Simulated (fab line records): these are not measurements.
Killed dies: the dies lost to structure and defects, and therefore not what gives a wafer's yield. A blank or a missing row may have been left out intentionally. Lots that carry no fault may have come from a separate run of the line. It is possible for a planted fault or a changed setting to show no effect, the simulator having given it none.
Chamber matching :: flow sky130 :: SKY_SONOS_ONO_ETCH_15 on rie-diel-04: 4 sister chambers
The step etches the open film in CHF3/O2, target depth 19.52 nm, time 7.8 s. 4 wafers are shown with their chamber, then 7 later ones without.

## WAFERS WITH THEIR CHAMBER
wafer: L189.1
chamber: 2
drypump-motor-current-A (A): 4.9

wafer: L189.4
chamber: 3
drypump-motor-current-A (A): 6.0

wafer: L190.3
chamber: 1
drypump-motor-current-A (A): 5.0

wafer: L190.4
chamber: 0
drypump-motor-current-A (A): 5.4

## WAFERS WITH NO CHAMBER GIVEN
wafer: L190.5
drypump-motor-current-A (A): 5.5

wafer: L191.1
drypump-motor-current-A (A): 6.0

wafer: L191.3
drypump-motor-current-A (A): 4.8

wafer: L191.5
drypump-motor-current-A (A): 4.9

wafer: L195.1
drypump-motor-current-A (A): 4.8

wafer: L195.3
drypump-motor-current-A (A): 5.9

wafer: L195.5
drypump-motor-current-A (A): 4.8

## CHAMBER TAKEN BY EACH
wafer: L190.5
from the rows above: 0
in truth: 0

wafer: L191.1
from the rows above: 3
in truth: 3

wafer: L191.3
from the rows above: can't be placed: 2 or 1
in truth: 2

wafer: L191.5
from the rows above: can't be placed: 2 or 1
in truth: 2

wafer: L195.1
from the rows above: can't be placed: 2 or 1
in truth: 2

wafer: L195.3
from the rows above: 3
in truth: 3

wafer: L195.5
from the rows above: can't be placed: 2 or 1
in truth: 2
3 of 7 placed correctly. These rows do not allow placing 4 (true chamber among the candidates in 4). 0 placed wrongly.
How it was worked out, from the rows above alone: a wafer's distance from a chamber is the root of the sum, over the readings, of the square of ((its reading less the chamber's mean) divided by the reading's scatter). If the next closest chamber is less than 2 further off than the closest, the wafer can't be placed; otherwise it belongs to the closest. The mean given for a chamber averages the wafers shown for that chamber. The scatter: root of mean squared gap, hidden wafer to nearest shown wafer, with one shown wafer a chamber.
